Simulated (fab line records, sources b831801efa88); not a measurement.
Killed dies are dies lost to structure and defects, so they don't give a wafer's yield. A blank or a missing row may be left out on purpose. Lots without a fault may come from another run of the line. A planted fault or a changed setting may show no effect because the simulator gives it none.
fab line records | flow sky130
record lots=12 wafers=36 last_day=50
route steps=708 shown CAPM@538 METAL4@601 PAD_OPEN@708
lots that met no fault: from a run of the same line without faults
start_h: hours from the record's first day to the start of the lot's first wafer shown | wait_h: hours since the lot's step before | " the same as in the row above | L1.1+2: a row that stands for several wafers | - no value, or no start given | * or withheld: withheld | < > ~ a bound
route shown NAME@n: a module of which the file shows steps, and the number in the route of the first | usual: mean/standard deviation of fault-free wafers | same: alike in all rows | chamber/n: place in a boat | sites: the reading at each site | _std_site: their standard deviation | _edge_site: outer sites' mean less inner sites' | radius_mm: how far each site lies from the wafer's centre | mask NAME#n: copy n | behind: the tool/chamber that last shaped the wafer | hold: why the lot was held/for how many hours/how that ended | device: the transistor (n, p or np) that didn't switch | end of line: the same wafers' tests at the end of the route | a step without rows: its recipe alone | killed: dies lost to structure and defects at the first sort, not the wafer's yield | map: a wafer's dies, x killed, . not, _ none there
set.NAME: the setting as run; set.NAME@STEP: as run at that earlier step | model.NAME: the simulator's own value behind a step, which no gauge read
steps of the route over a sample of lots; a table a step, a row a wafer
services: from which hour (start_h, from the record's first day; less than 0 if before it) a tool's chamber was out of use, for how many hours, and why
## steps
# step SKY_CAPM_THK_MEAS_01
# recipe reads=SiO2_of_CAPM_CVD_00
# usual CAPM_CVD_00_THK=15.58/0.24
# columns lot.wafer tool chamber start_h wait_h CAPM_CVD_00_THK[nm]
L541.3 film_metro-01 - 851.50 - 15.18
L541.5 " - " " 16.02
L541.6 " - " " 15.54
L542.3 film_metro-02 - 857.28 - 15.17
L542.4 " - " " 15.61
L542.6 " - " " 15.58
L543.2 film_metro-01 - 905.72 - 15.11
L543.3 " - " " 15.64
L543.6 " - " " 15.34
L549.4 film_metro-04 - 943.77 - 15.54
L549.5 " - " " 15.40
L549.6 " - " " 15.86
L550.4 film_metro-02 - 944.54 - 15.65
L550.5 " - " " 15.57
L550.6 " - " " 15.70
L552.3 film_metro-04 - 944.83 - 15.54
L552.4 " - " " 15.84
L552.5 " - " " 16.50
L553.1 film_metro-01 - 948.39 - 15.62
L553.3 " - " " 15.60
L553.5 " - " " 15.79
L556.1 film_metro-02 - 964.66 - 15.36
L556.4 " - " " 15.86
L556.5 " - " " 15.51
L557.2 film_metro-02 - 967.73 - 15.54
L557.5 " - " " 15.78
L557.6 " - " " 15.67
L561.1 film_metro-01 - 991.72 - 15.38
L561.2 " - " " 15.08
L561.3 " - " " 15.24
L562.1 film_metro-02 - 1002.89 - 15.25
L562.2 " - " " 15.43
L562.5 " - " " 15.63
L563.1 film_metro-01 - 1005.83 - 15.61
L563.3 " - " " 15.21
L563.4 " - " " 15.85
# step SKY_CAPM_THK_MEAS_04
# recipe thk_meas_gauge=xrf reads=TiN_of_CAPM_SPUTTER_02
# usual CAPM_TIN_THK=198.7/2.5
# columns lot.wafer tool chamber start_h wait_h CAPM_TIN_THK[nm]
L541.3 film_metro-01 - 851.79 0.1 199.8
L541.5 " - " " 196.3
L541.6 " - " " 199.4
L542.3 film_metro-01 - 857.57 0.1 202.8
L542.4 " - " " 199.6
L542.6 " - " " 195.7
L543.2 film_metro-04 - 906.01 0.1 197.5
L543.3 " - " " 197.1
L543.6 " - " " 197.7
L549.4 film_metro-02 - 944.06 0.1 201.1
L549.5 " - " " 198.7
L549.6 " - " " 197.9
L550.4 film_metro-01 - 944.83 0.1 195.5
L550.5 " - " " 195.3
L550.6 " - " " 199.7
L552.3 film_metro-02 - 945.12 0.1 196.5
L552.4 " - " " 199.4
L552.5 " - " " 198.0
L553.1 film_metro-02 - 948.68 0.1 202.0
L553.3 " - " " 199.1
L553.5 " - " " 196.7
L556.1 film_metro-01 - 964.95 0.1 198.6
L556.4 " - " " 197.7
L556.5 " - " " 196.8
L557.2 film_metro-01 - 968.02 0.1 199.1
L557.5 " - " " 197.6
L557.6 " - " " 196.1
L561.1 film_metro-04 - 992.01 0.1 195.5
L561.2 " - " " 195.5
L561.3 " - " " 200.4
L562.1 film_metro-01 - 1003.18 0.1 196.5
L562.2 " - " " 198.3
L562.5 " - " " 196.2
L563.1 film_metro-02 - 1006.12 0.1 204.5
L563.3 " - " " 201.1
L563.4 " - " " 198.4
# step SKY_METAL4_SPUTTER_03
# recipe material=Ti target_thk_nm=5 power_w=3000 time_s=3.3 chamber_pressure_pa=0.4
# usual cathode_dc_power_W=3000.0/0.53 chamber_pressure_pa=0.4000/0.00083 throttle_valve_pct=29.7/0.87
# columns lot.wafer tool chamber start_h wait_h cathode_dc_power_W chamber_pressure_pa throttle_valve_pct
L541.3 pvd_sputter-01 - 933.08 0.0 2999.9 0.4003 28.8
L541.5 " - " " 2999.5 0.4005 29.7
L541.6 " - " " 2999.1 0.4002 30.8
L542.3 pvd_sputter-04 - 938.77 0.0 3000.5 0.4015 29.5
L542.4 " - " " 3000.6 0.3991 31.8
L542.6 " - " " 2999.8 0.4008 29.8
L543.2 pvd_sputter-04 - 982.52 0.0 3000.3 0.4001 29.7
L543.3 " - " " 3000.0 0.3999 29.8
L543.6 " - " " 3000.4 0.4005 29.9
L549.4 pvd_sputter-01 - 1018.63 0.0 2999.7 0.3997 29.1
L549.5 " - " " 2999.5 0.3989 30.0
L549.6 " - " " 3000.1 0.3988 30.6
L550.4 pvd_sputter-01 - 1019.77 0.0 3000.2 0.4007 30.8
L550.5 " - " " 2998.8 0.3989 28.9
L550.6 " - " " 3000.4 0.3994 29.1
L552.3 pvd_sputter-03 - 1019.86 0.0 2999.4 0.4002 29.7
L552.4 " - " " 2999.5 0.4003 28.4
L552.5 " - " " 3000.2 0.4003 29.3
L553.1 pvd_sputter-04 - 1023.66 0.0 2999.9 0.3992 29.8
L553.3 " - " " 3000.2 0.4008 29.5
L553.5 " - " " 3000.0 0.4007 29.2
L556.1 pvd_sputter-03 - 1039.46 0.0 - - -
L556.4 " - " " - - -
L556.5 " - " " - - -
L557.2 pvd_sputter-03 - 1041.90 0.0 - - -
L557.5 " - " " - - -
L557.6 " - " " - - -
L561.1 pvd_sputter-03 - 1063.58 0.0 3000.5 0.4008 31.0
L561.2 " - " " 3000.5 0.3991 29.5
L561.3 " - " " 2999.6 0.4004 28.1
L562.1 pvd_sputter-01 - 1074.24 0.0 3000.0 0.4002 30.7
L562.2 " - " " 3000.4 0.4020 28.9
L562.5 " - " " 3000.1 0.3988 29.9
L563.1 pvd_sputter-01 - 1076.07 0.0 3000.0 0.4007 29.0
L563.3 " - " " 2999.7 0.3982 30.3
L563.4 " - " " 3000.4 0.4018 29.2
# step SKY_METAL4_SPUTTER_04
# recipe material=TiN target_thk_nm=70 power_w=6500 time_s=58.3 chamber_pressure_pa=0.4
# usual cathode_dc_power_W=6500.1/1.2 chamber_pressure_pa=0.3999/0.00079 throttle_valve_pct=29.7/0.89
# columns lot.wafer tool chamber start_h wait_h cathode_dc_power_W chamber_pressure_pa throttle_valve_pct
L541.3 pvd_sputter-01 - 933.10 0.0 6498.4 0.4005 29.1
L541.5 " - " " 6500.5 0.3993 29.7
L541.6 " - " " 6501.1 0.4015 30.8
L542.3 pvd_sputter-04 - 938.78 0.0 6502.4 0.3988 29.2
L542.4 " - " " 6499.7 0.3988 31.7
L542.6 " - " " 6499.4 0.3993 29.6
L543.2 pvd_sputter-04 - 982.53 0.0 6498.3 0.3999 29.5
L543.3 " - " " 6499.9 0.3987 29.8
L543.6 " - " " 6499.7 0.3995 29.7
L549.4 pvd_sputter-01 - 1018.65 0.0 6499.7 0.4000 28.9
L549.5 " - " " 6500.8 0.4000 29.7
L549.6 " - " " 6499.9 0.3995 30.9
L550.4 pvd_sputter-01 - 1019.79 0.0 6499.3 0.4004 30.9
L550.5 " - " " 6501.8 0.3984 29.1
L550.6 " - " " 6497.5 0.3985 28.9
L552.3 pvd_sputter-03 - 1019.88 0.0 6497.4 0.3992 29.5
L552.4 " - " " 6499.4 0.4008 28.3
L552.5 " - " " 6502.2 0.3983 29.4
L553.1 pvd_sputter-04 - 1023.68 0.0 6499.3 0.4006 29.9
L553.3 " - " " 6499.9 0.3998 29.4
L553.5 " - " " 6500.8 0.4000 29.3
L556.1 pvd_sputter-03 - 1039.48 0.0 6499.7 0.3986 28.9
L556.4 " - " " 6500.6 0.3997 28.4
L556.5 " - " " 6500.1 0.3992 28.9
L557.2 pvd_sputter-03 - 1041.92 0.0 6501.2 0.4002 28.9
L557.5 " - " " 6500.8 0.4001 28.9
L557.6 " - " " 6498.5 0.4002 29.4
L561.1 pvd_sputter-03 - 1063.60 0.0 6500.8 0.3995 31.1
L561.2 " - " " 6500.7 0.4002 29.0
L561.3 " - " " 6499.3 0.4004 28.3
L562.1 pvd_sputter-01 - 1074.26 0.0 6498.5 0.3994 30.8
L562.2 " - " " 6500.6 0.4000 29.0
L562.5 " - " " 6499.8 0.4000 29.9
L563.1 pvd_sputter-01 - 1076.09 0.0 6499.9 0.4003 29.1
L563.3 " - " " 6499.4 0.4014 30.9
L563.4 " - " " 6500.1 0.4002 29.1
# step SKY_PAD_OPEN_PROBE_99
# usual defect_limited_yield=82.8/1.9 killed_at_M0_to_M3=43/7.5 killed_at_M4_up=2.8/1.8 killed_at_contacts=24/5.3 killed_at_front_end=14/4.2 killed_at_other=0.3/0.54 killed_dies=84/9.4 killed_open=46/7.1 killed_short=38/6.6 sort_bin_3_pad_short=0.8/0.42 sort_bin_5_function=10.1/1.4 sort_bin_6_memory=6.2/1.1 sort_n_pass=408/9.4 sort_yield_pct=82.8/1.9
# same gross_dies=492 killed_at_back_side=0 sort_bin_4_leakage[%]=0 sort_bin_8_speed[%]=0
# columns lot.wafer tool chamber start_h wait_h defect_limited_yield[%] killed_at_M0_to_M3 killed_at_M4_up killed_at_contacts killed_at_front_end killed_at_other killed_dies killed_open killed_short sort_bin_3_pad_short[%] sort_bin_5_function[%] sort_bin_6_memory[%] sort_n_pass sort_yield_pct[%]
L541.3 prober-02 - 1079.71 0.2 81.1 43 3 31 15 1 93 52 41 0.6 13.0 5.3 399 81.1
L541.5 prober-02 - 1079.81 0.2 83.3 37 5 25 13 2 82 50 32 0.6 10.2 5.9 410 83.3
L541.6 prober-02 - 1079.86 0.2 78.9 52 3 33 16 0 104 55 49 1.0 12.0 8.1 388 78.9
L553.1 prober-01 - 1153.84 0.1 83.5 43 2 17 19 0 81 46 35 0.6 11.4 4.5 411 83.5
L553.3 prober-01 - 1153.94 0.2 82.1 44 2 16 26 0 88 43 45 1.6 10.8 5.5 404 82.1
L553.5 prober-01 - 1154.04 0.2 83.1 51 3 16 13 0 83 50 33 1.0 8.7 7.1 409 83.1
L552.3 prober-02 - 1153.93 0.2 83.9 38 3 29 9 0 79 39 40 1.0 7.7 7.3 413 83.9
L552.4 prober-02 - 1153.98 0.2 82.5 45 4 26 10 1 86 49 37 0.8 9.8 6.9 406 82.5
L552.5 prober-02 - 1154.03 0.2 83.5 40 4 29 8 0 81 46 35 0.2 10.4 5.9 411 83.5
L556.1 prober-01 - 1166.03 0.1 84.3 39 4 23 11 0 77 39 37 1.2 8.9 5.5 415 84.3
L556.4 prober-01 - 1166.18 0.2 85.4 45 3 13 11 0 72 39 32 0.2 9.3 5.1 420 85.4
L556.5 prober-01 - 1166.23 0.2 82.1 46 5 23 14 0 88 50 38 1.6 9.3 6.9 404 82.1
L557.2 prober-02 - 1169.03 0.1 81.7 52 1 20 17 0 90 52 38 1.0 11.0 6.3 402 81.7
L557.5 prober-02 - 1169.18 0.2 86.2 32 2 22 12 0 68 29 39 0.6 9.6 3.7 424 86.2
L557.6 prober-02 - 1169.23 0.2 84.6 35 3 24 13 1 76 45 31 0.2 10.4 4.9 416 84.6
# killed by level:class
L541.3 CONTACT:geometric_particle:open=9 METAL2:geometric_particle:short=9 VIA1:geometric_particle:open=9 LI_CONTACT:geometric_particle:open=8 FIELD_ISO:geometric_particle:short=6 LOCAL_INTERCONNECT:geometric_particle:short=6 VIA3:geometric_particle:open=6 CONTACT:geometric_particle:short=5
L541.5 CONTACT:geometric_particle:open=9 LI_CONTACT:geometric_particle:open=8 METAL1:geometric_particle:short=8 VIA3:geometric_particle:open=7 VIA1:geometric_particle:open=7 FIELD_ISO:geometric_particle:open=5 POLY_GATE:geometric_particle:open=4 CONTACT:geometric_particle:short=4
L541.6 VIA1:geometric_particle:open=10 VIA2:geometric_particle:open=10 LI_CONTACT:geometric_particle:open=9 CONTACT:geometric_particle:open=8 LOCAL_INTERCONNECT:geometric_particle:short=7 METAL1:geometric_particle:short=7 POLY_GATE:geometric_particle:open=6 LI_CONTACT:geometric_particle:short=6
L553.1 VIA2:geometric_particle:open=10 CONTACT:geometric_particle:open=7 VIA1:geometric_particle:open=7 METAL2:geometric_particle:short=7 FIELD_ISO:geometric_particle:open=6 FIELD_ISO:geometric_particle:short=4 POLY_GATE:geometric_particle:open=4 LI_CONTACT:geometric_particle:open=4
L552.3 LOCAL_INTERCONNECT:geometric_particle:short=14 CONTACT:geometric_particle:open=11 VIA1:geometric_particle:open=8 VIA2:geometric_particle:short=5 VIA2:geometric_particle:open=5 VIA3:geometric_particle:open=5 FIELD_ISO:geometric_particle:short=4 METAL2:geometric_particle:short=4
L553.3 CONTACT:geometric_particle:open=11 VIA1:geometric_particle:open=9 FIELD_ISO:geometric_particle:short=7 METAL2:geometric_particle:short=7 VIA2:geometric_particle:open=6 POLY_GATE:geometric_particle:open=5 VIA3:geometric_particle:short=5 SPACER:geometric_particle:short=4
L552.4 VIA1:geometric_particle:open=12 CONTACT:geometric_particle:open=11 LI_CONTACT:geometric_particle:open=8 METAL2:geometric_particle:short=8 METAL1:geometric_particle:short=6 VIA2:geometric_particle:open=6 FIELD_ISO:geometric_particle:short=4 FIELD_ISO:geometric_particle:open=3
L552.5 CONTACT:geometric_particle:open=11 VIA3:geometric_particle:open=7 LI_CONTACT:geometric_particle:open=6 CONTACT:geometric_particle:short=6 VIA1:geometric_particle:open=6 VIA2:geometric_particle:open=5 LOCAL_INTERCONNECT:geometric_particle:short=5 VIA1:geometric_particle:short=5
L553.5 VIA2:geometric_particle:open=12 VIA1:geometric_particle:open=9 METAL2:geometric_particle:short=8 VIA3:geometric_particle:open=7 LI_CONTACT:geometric_particle:open=6 POLY_GATE:geometric_particle:open=5 FIELD_ISO:geometric_particle:open=4 CONTACT:geometric_particle:short=4
L556.1 VIA1:geometric_particle:open=8 CONTACT:geometric_particle:open=8 VIA3:geometric_particle:open=8 LI_CONTACT:geometric_particle:short=5 VIA1:geometric_particle:short=5 POLY_GATE:geometric_particle:short=4 CONTACT:geometric_particle:short=4 METAL1:geometric_particle:short=4
L556.4 VIA3:geometric_particle:open=8 VIA2:geometric_particle:open=6 FIELD_ISO:geometric_particle:open=5 VIA1:geometric_particle:open=5 METAL3:geometric_particle:short=5 CONTACT:geometric_particle:open=4 VIA1:geometric_particle:short=4 METAL2:geometric_particle:short=4
L556.5 LI_CONTACT:geometric_particle:open=9 CONTACT:geometric_particle:open=7 VIA2:geometric_particle:open=7 VIA1:geometric_particle:open=7 VIA1:geometric_particle:short=7 FIELD_ISO:geometric_particle:open=6 VIA3:geometric_particle:open=6 METAL2:geometric_particle:short=6
L557.2 VIA1:geometric_particle:open=13 METAL1:geometric_particle:short=9 CONTACT:geometric_particle:open=8 FIELD_ISO:geometric_particle:open=7 FIELD_ISO:geometric_particle:short=5 LI_CONTACT:geometric_particle:open=5 VIA2:geometric_particle:open=5 VIA3:geometric_particle:short=5
L557.5 CONTACT:geometric_particle:open=8 VIA3:geometric_particle:short=7 CONTACT:geometric_particle:short=6 VIA1:geometric_particle:short=5 METAL1:geometric_particle:short=4 METAL2:geometric_particle:short=4 LI_CONTACT:geometric_particle:short=3 LI_CONTACT:geometric_particle:open=3
L557.6 VIA3:geometric_particle:open=10 LI_CONTACT:geometric_particle:open=8 CONTACT:geometric_particle:open=7 VIA2:geometric_particle:open=7 METAL1:geometric_particle:short=5 VIA1:geometric_particle:open=5 CONTACT:geometric_particle:short=4 FIELD_ISO:geometric_particle:short=3
## services
# columns tool chamber start_h hours kind
pvd_sputter-03 - 912.29 8.0 repair
pvd_sputter-04 - 940.99 1.1 repair
pvd_sputter-01 - 966.11 4.5 repair
pvd_sputter-04 - 972.43 3.3 repair
pvd_sputter-01 - 1003.80 1.2 repair
pvd_sputter-03 - 1031.46 3.3 repair
pvd_sputter-04 - 1071.87 23.0 repair
## key
first_sign step=SKY_METAL4_SPUTTER_03 reading=tool_record direction=missing
effect none on later readings
met_at SKY_METAL4_SPUTTER_03
struck_lots L556,L557
not_acting_at SKY_CAPM_THK_MEAS_01,SKY_CAPM_THK_MEAS_04,SKY_METAL4_SPUTTER_04
onset_between 1023.66 1039.46
fault kind=skipped_step_whole tool=pvd_sputter-03,pvd_sputter-04 chamber=- onset_h=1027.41 steps=SKY_METAL4_SPUTTER_03 scope=struck_lots_only
